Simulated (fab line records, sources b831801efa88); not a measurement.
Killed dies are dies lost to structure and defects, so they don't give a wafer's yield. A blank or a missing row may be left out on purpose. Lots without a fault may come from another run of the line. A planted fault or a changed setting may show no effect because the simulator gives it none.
fab line records | flow sfq_line
record lots=13 wafers=39 last_day=91
route steps=325 shown M0@39 M1@59 I1@86 I2@114
lots that met no fault: from a run of the same line without faults
start_h: hours from the record's first day to the start of the lot's first wafer shown | wait_h: hours since the lot's step before | " the same as in the row above | L1.1+2: a row that stands for several wafers | - no value, or no start given | * or withheld: withheld | < > ~ a bound
route shown NAME@n: a module of which the file shows steps, and the number in the route of the first | usual: mean/standard deviation of fault-free wafers | same: alike in all rows | chamber/n: place in a boat | sites: the reading at each site | _std_site: their standard deviation | _edge_site: outer sites' mean less inner sites' | radius_mm: how far each site lies from the wafer's centre | mask NAME#n: copy n | behind: the tool/chamber that last shaped the wafer | hold: why the lot was held/for how many hours/how that ended | device: the transistor (n, p or np) that didn't switch | end of line: the same wafers' tests at the end of the route | a step without rows: its recipe alone | killed: dies lost to structure and defects at the first sort, not the wafer's yield | map: a wafer's dies, x killed, . not, _ none there
set.NAME: the setting as run; set.NAME@STEP: as run at that earlier step | model.NAME: the simulator's own value behind a step, which no gauge read
steps of the route over a sample of lots; a table a step, a row a wafer
services: from which hour (start_h, from the record's first day; less than 0 if before it) a tool's chamber was out of use, for how many hours, and why
## steps
# step SFQ_TRILAYER_M0_BARC_OPEN_METAL_ETCH_031
# recipe mask_material=PR chemistry=O2 target_depth_nm=125 target=BARC icp_w=600 bias_w=80 pressure_mtorr=10 time_s=41.7
# usual drypump_motor_current_A=5.4/0.46 oes_product_au=0.685/0.004
# columns lot.wafer tool chamber start_h wait_h drypump_motor_current_A oes_product_au rf_hours_counter_h
L869.2 rie_metal-04 1 159.54 0.0 4.9 0.683 28
L869.4 " 0 " " 5.4 0.691 -
L869.5 " 1 " " 4.9 0.679 -
L870.1 rie_metal-02 1 163.14 0.0 4.8 0.686 76
L870.2 " 0 " " 5.7 0.686 174
L870.3 " 1 " " 4.8 0.684 -
L872.1 rie_metal-02 1 178.87 0.0 4.8 0.679 78
L872.4 " 0 " " 5.7 0.686 -
L872.5 " 0 " " 5.7 0.680 -
L873.1 rie_metal-04 1 181.27 0.0 4.9 0.689 30
L873.2 " 0 " " 5.4 0.685 167
L873.6 " 0 " " 5.4 0.686 -
L876.2 rie_metal-02 0 206.47 0.0 5.7 0.687 180
L876.4 " 1 " " 4.8 0.684 -
L876.5 " 1 " " 4.8 0.682 -
L877.1 rie_metal-01 1 212.47 0.0 5.8 0.686 162
L877.4 " 1 " " 5.8 0.687 -
L877.6 " 1 " " 5.8 0.682 -
L878.1 rie_metal-01 1 222.07 0.0 5.8 0.690 164
L878.3 " 0 " " 6.0 0.682 -
L878.5 " 0 " " 6.1 0.685 -
L879.1 rie_metal-04 0 231.67 0.0 5.4 0.679 175
L879.5 " 1 " " 4.9 0.687 -
L879.6 " 0 " " 5.4 0.687 -
L881.1 rie_metal-04 1 260.42 0.0 4.9 0.679 41
L881.4 " 0 " " 5.4 0.688 -
L881.6 " 1 " " 5.0 0.687 -
L887.2 rie_metal-02 1 308.66 0.0 4.8 0.684 -
L887.4 " 1 " " 4.8 0.689 -
L887.6 " 1 " " 4.8 0.689 -
L890.1 rie_metal-04 1 318.24 0.0 5.0 0.677 51
L890.2 " 1 " " 5.0 0.684 -
L890.5 " 1 " " 5.0 0.689 -
L891.2 rie_metal-02 1 319.99 0.0 4.8 0.688 100
L891.3 " 0 " " 5.7 0.687 -
L891.5 " 0 " " 5.7 0.688 -
L892.1 rie_metal-01 0 449.36 0.0 6.0 0.689 54
L892.5 " 0 " " 6.0 0.684 -
L892.6 " 1 " " 5.7 0.682 -
# step SFQ_TRILAYER_M1_DEP_SPUTTER_037
# recipe material=Nb base_pressure_pa=1.33e-06 chamber_pressure_pa=0.1333 substrate_temp_c=20 resputter_cathode_voltage_v=400 target_thk_nm=200 power_w=2000 time_s=133.3
# usual throttle_valve_pct=30.1/1.2
# columns lot.wafer tool chamber start_h wait_h throttle_valve_pct
L869.2 pvd_sputter-05 - 273.55 0.0 31.3
L869.4 " - " " 29.6
L869.5 " - " " 30.0
L870.1 pvd_sputter-06 - 274.59 0.0 30.6
L870.2 " - " " 28.5
L870.3 " - " " 31.1
L872.1 pvd_sputter-05 - 291.41 0.0 30.2
L872.4 " - " " 32.2
L872.5 " - " " 30.4
L873.1 pvd_sputter-06 - 292.57 0.0 30.8
L873.2 " - " " 28.5
L873.6 " - " " 31.1
L876.2 pvd_sputter-05 - 318.68 0.0 31.2
L876.4 " - " " 29.4
L876.5 " - " " 29.3
L877.1 pvd_sputter-06 - 328.16 0.0 30.9
L877.4 " - " " 28.2
L877.6 " - " " 28.7
L878.1 pvd_sputter-06 - 337.76 0.0 28.4
L878.3 " - " " 31.1
L878.5 " - " " 28.4
L879.1 pvd_sputter-06 - 356.46 0.0 28.6
L879.5 " - " " 28.6
L879.6 " - " " 28.6
L881.1 pvd_sputter-06 - 382.86 0.0 28.5
L881.4 " - " " 30.9
L881.6 " - " " 28.6
L887.2 pvd_sputter-06 - 399.66 0.0 30.8
L887.4 " - " " 30.7
L887.6 " - " " 30.8
L890.1 pvd_sputter-05 - 403.26 0.0 32.2
L890.2 " - " " 31.3
L890.5 " - " " 31.6
L891.2 pvd_sputter-05 - 404.46 0.0 31.8
L891.3 " - " " 30.3
L891.5 " - " " 31.1
L892.1 pvd_sputter-03 - 459.11 0.0 30.8
L892.5 " - " " 28.2
L892.6 " - " " 30.5
# step SFQ_M1_RS_MEAS_909
# recipe thk_meas_gauge=four-point-probe reads=Nb_of_TRILAYER_M1_DEP_SPUTTER_037
# usual M1_NB_RS=0.888/0.012
# columns lot.wafer tool chamber start_h wait_h M1_NB_RS[ohm/sq]
L869.2 film_metro-01 - 273.66 0.1 0.882
L869.4 " - " " 0.886
L869.5 " - " " 0.891
L870.1 film_metro-04 - 274.68 0.0 0.890
L870.2 " - " " 0.906
L870.3 " - " " 0.905
L872.1 film_metro-02 - 291.50 0.0 0.893
L872.4 " - " " 0.900
L872.5 " - " " 0.897
L873.1 film_metro-01 - 292.66 0.0 0.869
L873.2 " - " " 0.885
L873.6 " - " " 0.872
L876.2 film_metro-02 - 318.79 0.1 0.885
L876.4 " - " " 0.872
L876.5 " - " " 0.882
L877.1 film_metro-04 - 328.25 0.0 0.883
L877.4 " - " " 0.900
L877.6 " - " " 0.894
L878.1 film_metro-01 - 337.85 0.0 0.885
L878.3 " - " " 0.874
L878.5 " - " " 0.885
L879.1 film_metro-02 - 356.56 0.0 0.888
L879.5 " - " " 0.887
L879.6 " - " " 0.886
L881.1 film_metro-02 - 382.96 0.0 0.889
L881.4 " - " " 0.898
L881.6 " - " " 0.896
L887.2 film_metro-04 - 399.78 0.1 0.636
L887.4 " - " " 0.885
L887.6 " - " " 0.884
L890.1 film_metro-02 - 403.36 0.0 0.881
L890.2 " - " " 0.877
L890.5 " - " " 0.878
L891.2 film_metro-04 - 404.58 0.1 0.879
L891.3 " - " " 0.885
L891.5 " - " " 0.878
L892.1 film_metro-01 - 459.21 0.0 0.910
L892.5 " - " " 0.900
L892.6 " - " " 0.909
# step SFQ_TRILAYER_M1_ETCH_METAL_ETCH_042
# recipe target=Nb stop_on=SiO2 mask_material=PR chemistry=Cl2/Ar target_depth_nm=240 icp_w=622.8 bias_w=80 pressure_mtorr=10 time_s=120
# usual drypump_motor_current_A=5.4/0.51 oes_product_au=0.896/0.0085
# columns lot.wafer tool chamber start_h wait_h drypump_motor_current_A oes_product_au rf_hours_counter_h
L869.2 rie_metal-04 0 391.57 0.0 5.4 0.897 9
L869.4 " 1 " " 4.9 0.893 -
L869.5 " 0 " " 5.5 0.898 -
L870.1 rie_metal-02 1 394.11 0.0 4.8 0.892 110
L870.2 " 0 " " 5.7 0.883 10
L870.3 " 0 " " 5.7 0.877 -
L872.1 rie_metal-02 0 408.51 0.0 5.7 0.896 13
L872.4 " 0 " " 5.7 0.884 -
L872.5 " 0 " " 5.7 0.885 -
L873.1 rie_metal-02 0 410.91 0.0 5.7 0.910 14
L873.2 " 1 " " 4.8 0.898 113
L873.6 " 0 " " 5.7 0.909 -
L876.2 rie_metal-03 0 444.62 0.0 5.0 0.903 136
L876.4 " 1 " " 6.2 0.902 -
L876.5 " 1 " " 6.2 0.903 -
L877.1 rie_metal-02 0 456.62 0.0 5.7 0.905 20
L877.4 " 0 " " 5.7 0.894 -
L877.6 " 0 " " 5.7 0.888 -
L878.1 rie_metal-04 0 471.62 0.0 5.4 0.905 21
L878.3 " 1 " " 4.9 0.901 -
L878.5 " 1 " " 5.0 0.891 -
L879.1 rie_metal-03 0 492.14 0.0 4.9 0.893 142
L879.5 " 1 " " 6.2 0.896 -
L879.6 " 0 " " 5.0 0.891 -
L881.1 rie_metal-03 0 527.19 0.0 5.0 0.894 146
L881.4 " 0 " " 5.0 0.899 -
L881.6 " 1 " " 6.2 0.886 -
L887.2 rie_metal-02 1 553.59 0.0 4.8 1.000 129
L887.4 " 1 " " 4.9 0.893 -
L887.6 " 1 " " 4.8 0.900 -
L890.1 rie_metal-03 0 559.59 0.0 5.0 0.893 150
L890.2 " 1 " " 6.2 0.902 75
L890.5 " 0 " " 5.0 0.898 -
L891.2 rie_metal-03 0 564.39 0.0 5.0 0.900 150
L891.3 " 1 " " 6.2 0.894 -
L891.5 " 1 " " 6.2 0.907 -
L892.1 rie_metal-02 0 621.99 0.0 5.7 0.875 43
L892.5 " 1 " " 4.8 0.886 -
L892.6 " 0 " " 5.7 0.882 -
# step SFQ_TRILAYER_I1_VIA_STRIP_STRIP_053
# recipe gas=O2 power_w=200 platen_temp_c=40 overash_fraction=0.65 chemistry=O2 pressure_mtorr=50
# usual drypump_motor_current_A=5.6/0.48 oes_product_au=0.995/0.0093
# columns lot.wafer tool chamber start_h wait_h drypump_motor_current_A oes_product_au rf_hours_counter_h
L869.2 rie_metal-03 1 546.49 - 6.2 1.005 73
L869.4 " 0 " " 4.9 1.014 -
L869.5 " 0 " " 5.0 1.011 -
L870.1 rie_metal-03 1 552.49 - 6.2 1.006 74
L870.2 " 0 " " 4.9 1.007 149
L870.3 " 0 " " 5.0 1.012 -
L872.1 rie_metal-03 0 572.89 - 4.9 1.013 151
L872.4 " 1 " " 6.2 0.998 -
L872.5 " 0 " " 4.9 1.005 -
L873.1 rie_metal-01 1 575.29 - 5.8 1.001 25
L873.2 " 0 " " 6.0 0.981 69
L873.6 " 1 " " 5.8 0.987 -
L876.2 rie_metal-04 0 614.89 - 5.4 1.006 39
L876.4 " 0 " " 5.4 1.005 -
L876.5 " 1 " " 4.9 0.986 -
L877.1 rie_metal-03 0 624.49 - 5.0 1.009 157
L877.4 " 1 " " 6.2 0.998 -
L877.6 " 0 " " 5.0 1.005 -
L878.1 rie_metal-04 0 636.61 - 5.4 0.995 42
L878.3 " 1 " " 5.0 0.977 -
L878.5 " 0 " " 5.4 0.992 -
L879.1 rie_metal-01 1 657.33 - 5.8 1.003 37
L879.5 " 0 " " 6.0 0.990 -
L879.6 " 1 " " 5.7 0.996 -
L881.1 rie_metal-01 1 694.78 - 5.8 0.998 42
L881.4 " 0 " " 6.0 1.001 -
L881.6 " 1 " " 5.7 1.007 -
L887.2 rie_metal-03 0 718.78 - 5.0 0.998 8
L887.4 " 0 " " 5.0 0.991 -
L887.6 " 0 " " 5.0 0.985 -
L890.1 rie_metal-01 0 727.18 - 6.0 0.995 91
L890.2 " 1 " " 5.8 1.000 47
L890.5 " 0 " " 6.0 0.996 -
L891.2 rie_metal-03 0 729.58 - 5.0 0.995 9
L891.3 " 1 " " 6.2 0.993 -
L891.5 " 1 " " 6.2 0.990 -
L892.1 rie_metal-01 1 790.94 - 5.8 0.996 56
L892.5 " 0 " " 6.0 0.999 -
L892.6 " 1 " " 5.7 0.990 -
# step SFQ_TRILAYER_I2_VIA_BARC_OPEN_VIA_ETCH_096
# recipe mask_material=PR chemistry=O2 target_depth_nm=125 target=BARC source_w=500 bias_w=80 pressure_mtorr=31.47 time_s=41.7
# usual drypump_motor_current_A=5.9/0.39 oes_product_au=0.686/0.0047
# columns lot.wafer tool chamber start_h wait_h drypump_motor_current_A oes_product_au rf_hours_counter_h
L869.2 rie_diel-04 0 859.04 0.0 6.0 0.688 7
L869.4 " 1 " " 6.0 0.690 20
L869.5 " 2 " " 6.0 0.694 -
L870.1 rie_diel-01 0 866.24 0.0 6.4 0.679 7
L870.2 " 3 " " 6.1 0.687 29
L870.3 " 1 " " 6.1 0.679 20
L872.1 rie_diel-02 3 879.44 0.0 6.1 0.685 8
L872.4 " 1 " " 5.7 0.687 23
L872.5 " 0 " " 5.1 0.674 -
L873.1 rie_diel-01 0 883.04 0.0 6.3 0.686 7
L873.2 " 2 " " 5.9 0.686 2
L873.6 " 3 " " 6.1 0.686 -
L876.2 rie_diel-04 3 920.24 0.0 5.4 0.691 9
L876.4 " 3 " " 5.3 0.688 -
L876.5 " 0 " " 6.0 0.699 -
L877.1 rie_diel-02 3 933.44 0.0 6.0 0.699 9
L877.4 " 2 " " 6.5 0.684 -
L877.6 " 3 " " 6.0 0.680 -
L878.1 rie_diel-04 3 941.84 0.0 5.4 0.683 10
L878.3 " 2 " " 6.0 0.682 6
L878.5 " 1 " " 6.0 0.688 -
L879.1 rie_diel-02 0 953.84 0.0 5.0 0.685 15
L879.5 " 2 " " 6.4 0.687 -
L879.6 " 3 " " 6.1 0.685 -
L881.1 rie_diel-01 0 991.60 0.0 6.3 0.690 9
L881.4 " 3 " " 6.1 0.686 2
L881.6 " 0 " " 6.3 0.682 -
L887.2 rie_diel-01 3 1015.60 0.0 6.1 0.684 3
L887.4 " 1 " " 6.1 0.689 -
L887.6 " 3 " " 6.1 0.686 -
L890.1 rie_diel-04 2 1027.85 0.0 6.0 0.679 8
L890.2 " 3 " " 5.3 0.684 11
L890.5 " 1 " " 6.0 0.684 -
L891.2 rie_diel-01 1 1032.65 0.0 6.1 0.689 1
L891.3 " 2 " " 5.9 0.688 5
L891.5 " 2 " " 5.9 0.685 -
L892.1 rie_diel-04 1 1068.65 0.0 6.0 0.692 2
L892.5 " 3 " " 5.3 0.688 -
L892.6 " 2 " " 6.0 0.688 -
## services
# columns tool chamber start_h hours kind
rie_metal-02 - 150.44 0.4 repair
rie_metal-01 0 165.74 2.9 repair
rie_metal-02 - 167.36 0.7 repair
rie_metal-03 1 221.69 64.5 repair
rie_metal-01 - 276.58 1.4 pm
rie_metal-04 0 305.99 1.0 repair
rie_metal-04 - 358.59 2.8 pm
rie_metal-02 0 384.84 5.2 repair
rie_metal-01 - 404.26 2.8 pm
rie_metal-04 - 468.62 0.7 repair
rie_metal-03 0 510.16 6.1 repair
rie_metal-02 0 635.68 17.1 repair
rie_metal-02 1 647.96 6.1 repair
rie_metal-04 - 744.92 0.8 repair
rie_metal-02 0 811.23 11.3 repair
rie_metal-02 1 856.45 21.3 repair
rie_metal-03 - 888.97 1.4 pm
rie_metal-04 1 924.16 25.1 repair
rie_metal-02 0 938.66 11.7 repair
rie_metal-03 1 948.62 3.9 repair
rie_metal-01 - 960.15 1.4 repair
rie_metal-03 - 1017.68 2.8 pm
rie_metal-02 - 1063.43 2.8 pm
rie_metal-04 - 1065.59 0.6 repair
## key
first_sign step=SFQ_M1_RS_MEAS_909 reading=M1_NB_RS direction=down sigmas=21 usual=0.888 struck=0.636
effect step=SFQ_TRILAYER_M1_ETCH_METAL_ETCH_042 reading=oes_product_au direction=up sigmas=12 usual=0.896 struck=1.000
met_at SFQ_TRILAYER_M1_DEP_SPUTTER_037
struck_lots L887
struck_wafers L887.2
not_acting_at SFQ_TRILAYER_M0_BARC_OPEN_METAL_ETCH_031,SFQ_TRILAYER_I1_VIA_STRIP_STRIP_053,SFQ_TRILAYER_I2_VIA_BARC_OPEN_VIA_ETCH_096
onset_between 337.76 399.66
fault kind=process_parameter_drift tool=pvd_sputter-06 chamber=- onset_h=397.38 steps=SFQ_TRILAYER_M1_DEP_SPUTTER_037 channel=time_s offset=* shape=step end_h=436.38 acts_in=* stated=* scope=struck_wafers_only
